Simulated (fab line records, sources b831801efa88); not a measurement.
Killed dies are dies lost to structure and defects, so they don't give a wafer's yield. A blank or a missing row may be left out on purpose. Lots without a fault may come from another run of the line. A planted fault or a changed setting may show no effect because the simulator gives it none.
Which tool did it? | flow gf180mcu | 12 lots, 36 wafers sampled, at 4 steps of a route of 602

WHAT THE GAUGES READ, wafer by wafer
GF_V5_RS_MEAS_24: measures by four-point-probe. Usual: V5_W_RS 0.327 ohm/sq, standard deviation 0.0039.
lot  | measured     | on            | V5_W_RS (ohm/sq)  | flag
L479 | day 27 16:02 | film_metro-04 | 0.328 0.326 0.335 |
L480 | day 27 17:44 | film_metro-03 | 0.328 0.333 0.329 |
L483 | day 28 15:08 | film_metro-03 | 0.329 0.327 0.331 |
L485 | day 29 03:59 | film_metro-04 | 0.318 0.319 0.326 |
L493 | day 31 06:02 | film_metro-04 | 0.329 0.335 0.329 |
L495 | day 31 23:26 | film_metro-01 | 0.332 0.325 0.328 |
L496 | day 32 05:22 | film_metro-04 | 0.325 0.325 0.325 |
L497 | day 32 09:41 | film_metro-04 | 0.327 0.320 0.328 |
L498 | day 32 18:22 | film_metro-04 | 0.321 0.331 0.327 |
L499 | day 33 01:30 | film_metro-04 | 0.332 0.333 0.322 |
L500 | day 33 02:57 | film_metro-03 | 0.329 0.323 0.324 |
L501 | day 33 07:43 | film_metro-04 | 0.321 0.331 0.328 |

WHICH TOOL RAN EACH LOT (tool, then ch and the chambers of the sampled wafers, then the start)
lot  | GF_M4_STRIP_17                       | GF_V4_CMP_04                  | GF_V5_ETCH_16
L479 | plasma_asher-02 ch 0,1, day 23 22:35 | cmp-01 ch 1,2,3, day 23 23:29 | rie_diel-01 ch 2,3, day 27 15:07
L480 | plasma_asher-02 ch 0,1, day 24 01:07 | cmp-02 ch 0,2,3, day 24 02:00 | rie_diel-03 ch 0,2,3, day 27 16:49
L483 | plasma_asher-03 ch 0, day 25 00:07   | cmp-01 ch 0,2, day 25 00:57   | rie_diel-03 ch 0,2,3, day 28 14:14
L485 | plasma_asher-01 ch 0,1, day 25 14:26 | cmp-02 ch 2,3, day 25 15:11   | rie_diel-03 ch 1,2,3, day 29 03:02
L493 | plasma_asher-02 ch 0,1, day 27 20:28 | cmp-02 ch 1,2,3, day 27 21:25 | rie_diel-01 ch 0,1,3, day 31 05:07
L495 | plasma_asher-03 ch 0, day 28 16:20   | cmp-01 ch 0,1, day 28 17:10   | rie_diel-02 ch 0,1, day 31 22:32
L496 | plasma_asher-02 ch 0,1, day 28 23:03 | cmp-02 ch 0,1,3, day 28 23:55 | rie_diel-02 ch 1,2,3, day 32 04:25
L497 | plasma_asher-02 ch 0,1, day 29 04:22 | cmp-02 ch 0,1,3, day 29 05:10 | rie_diel-01 ch 0,2, day 32 08:47
L498 | plasma_asher-01 ch 0,1, day 29 12:59 | cmp-01 ch 0,1, day 29 13:47   | rie_diel-01 ch 1,3, day 32 17:22
L499 | plasma_asher-03 ch 0,1, day 29 22:08 | cmp-01 ch 0,1,3, day 29 23:00 | rie_diel-03 ch 0,1,3, day 33 00:28
L500 | plasma_asher-02 ch 0,1, day 29 23:41 | cmp-02 ch 0,2,3, day 30 00:32 | rie_diel-01 ch 0,1,2, day 33 01:56
L501 | plasma_asher-02 ch 0,1, day 30 04:30 | cmp-02 ch 0,2, day 30 05:23   | rie_diel-01 ch 0,2, day 33 06:29
- GF_M4_STRIP_17: strips in O2/N2.
- GF_V4_CMP_04: polishes SiO2.
- GF_V5_ETCH_16: etches BARC in N2/H2.

WHAT THE TOOLS THEMSELVES READ (means of the sampled wafers that have a number; where no wafer has one, the mark that the record gives instead)
GF_M4_STRIP_17. Usual: drypump_motor_current_A 5.7 A, standard deviation 0.6; heater_power_w 333 W, standard deviation 25; oes_product_au 0.558 a.u., standard deviation 0.0055; strip_time_to_endpoint_s 7.87 s, standard deviation 0.049.
lot  | tool            | drypump_motor_current_A (A) | heater_power_w (W) | oes_product_au (a.u.) | strip_time_to_endpoint_s (s) | flag
L479 | plasma_asher-02 | 5.5                         | 328                | 0.552                 | 7.84                         |
L480 | plasma_asher-02 | 5.5                         | 327                | 0.551                 | 7.80                         |
L483 | plasma_asher-03 | 6.5                         | 296                | 0.560                 | 7.87                         |
L485 | plasma_asher-01 | 6.4                         | 361                | 0.557                 | 7.85                         |
L493 | plasma_asher-02 | 5.5                         | 330                | 0.559                 | 7.83                         |
L495 | plasma_asher-03 | 6.5                         | 301                | 0.551                 | 7.85                         |
L496 | plasma_asher-02 | 5.5                         | 331                | 0.560                 | 7.93                         |
L497 | plasma_asher-02 | 5.5                         | 324                | 0.556                 | 7.84                         |
L498 | plasma_asher-01 | 6.4                         | 359                | 0.556                 | 7.80                         |
L499 | plasma_asher-03 | 6.0                         | 313                | 0.554                 | 7.84                         |
L500 | plasma_asher-02 | 5.5                         | 334                | 0.556                 | 7.85                         |
L501 | plasma_asher-02 | 5.5                         | 328                | 0.554                 | 7.81                         |

GF_V4_CMP_04. Usual: head_pressure_psi 3.999 psi, standard deviation 0.0088; motor_current_A 12.0 A, standard deviation 1.1; time_to_endpoint_s 82 s, standard deviation 6.7.
lot  | tool   | head_pressure_psi (psi) | motor_current_A (A) | time_to_endpoint_s (s) | flag
L479 | cmp-01 | 4.011                   | 11.4                | 88                     |
L480 | cmp-02 | 3.998                   | 12.0                | 87                     |
L483 | cmp-01 | 4.007                   | 12.3                | 73                     |
L485 | cmp-02 | 3.996                   | 12.4                | 84                     |
L493 | cmp-02 | 3.995                   | 12.3                | 85                     |
L495 | cmp-01 | 4.007                   | 11.8                | 79                     |
L496 | cmp-02 | 4.003                   | 11.8                | 90                     |
L497 | cmp-02 | 3.996                   | 11.9                | 86                     |
L498 | cmp-01 | 3.994                   | 11.4                | 74                     |
L499 | cmp-01 | 3.994                   | 12.2                | 81                     |
L500 | cmp-02 | 3.989                   | 11.6                | 85                     |
L501 | cmp-02 | 4.003                   | 12.5                | 90                     |

GF_V5_ETCH_16. Usual: bias_w 100.02 W, standard deviation 0.27; drypump_motor_current_A 5.9 A, standard deviation 0.4; oes_product_au 0.855 a.u., standard deviation 0.0048; rf_fwd_power_W 495.6 W, standard deviation 2.1; throttle_valve_pct 13.224 %, standard deviation 0.0095.
lot  | tool        | bias_w (W) | drypump_motor_current_A (A) | oes_product_au (a.u.) | rf_fwd_power_W (W) | throttle_valve_pct (%) | flag
L479 | rie_diel-01 | 99.87      | 5.5                         | 0.859                 | 498.7              | 13.228                 |
L480 | rie_diel-03 | 99.71      | 6.0                         | 0.855                 | 496.3              | 13.223                 |
L483 | rie_diel-03 | 99.91      | 6.1                         | 0.854                 | 577.1              | 13.231                 | OFF
L485 | rie_diel-03 | 100.19     | 5.7                         | 0.855                 | 574.8              | 13.227                 | OFF
L493 | rie_diel-01 | 99.79      | 5.8                         | 0.851                 | 494.1              | 13.225                 |
L495 | rie_diel-02 | 100.09     | 6.2                         | 0.859                 | 494.4              | 13.224                 |
L496 | rie_diel-02 | 99.88      | 6.0                         | 0.851                 | 495.2              | 13.226                 |
L497 | rie_diel-01 | 100.08     | 5.9                         | 0.857                 | 496.4              | 13.223                 |
L498 | rie_diel-01 | 100.02     | 5.6                         | 0.852                 | 496.1              | 13.226                 |
L499 | rie_diel-03 | 100.09     | 6.0                         | 0.859                 | 494.9              | 13.221                 |
L500 | rie_diel-01 | 100.04     | 5.9                         | 0.856                 | 495.9              | 13.228                 |
L501 | rie_diel-01 | 100.09     | 5.9                         | 0.848                 | 496.9              | 13.222                 |

THE ANSWER, worked out from the rows above alone
Rule: a lot is off if the mean of its wafers that have a number lies more than 3 standard deviations from the usual mean. A lot without any number at a reading at which 4 lots or more have one is off too. The other lots that the step has rows for count as sound. The gauges are gone through in route order, then the tools' own readings, and for those a lot's mean is taken as printed above. The first step at which some lot is off is used, and at that step the reading that is off furthest; a lot without a number counts as furthest.
Off: L483, L485, at GF_V5_ETCH_16 (rf_fwd_power_W).
A tool fits if, at that step or a process step before it, it ran every lot that is off, and no sound lot after the first of them. None of those tried fits.

WHAT THE SIMULATOR HAD PUT IN
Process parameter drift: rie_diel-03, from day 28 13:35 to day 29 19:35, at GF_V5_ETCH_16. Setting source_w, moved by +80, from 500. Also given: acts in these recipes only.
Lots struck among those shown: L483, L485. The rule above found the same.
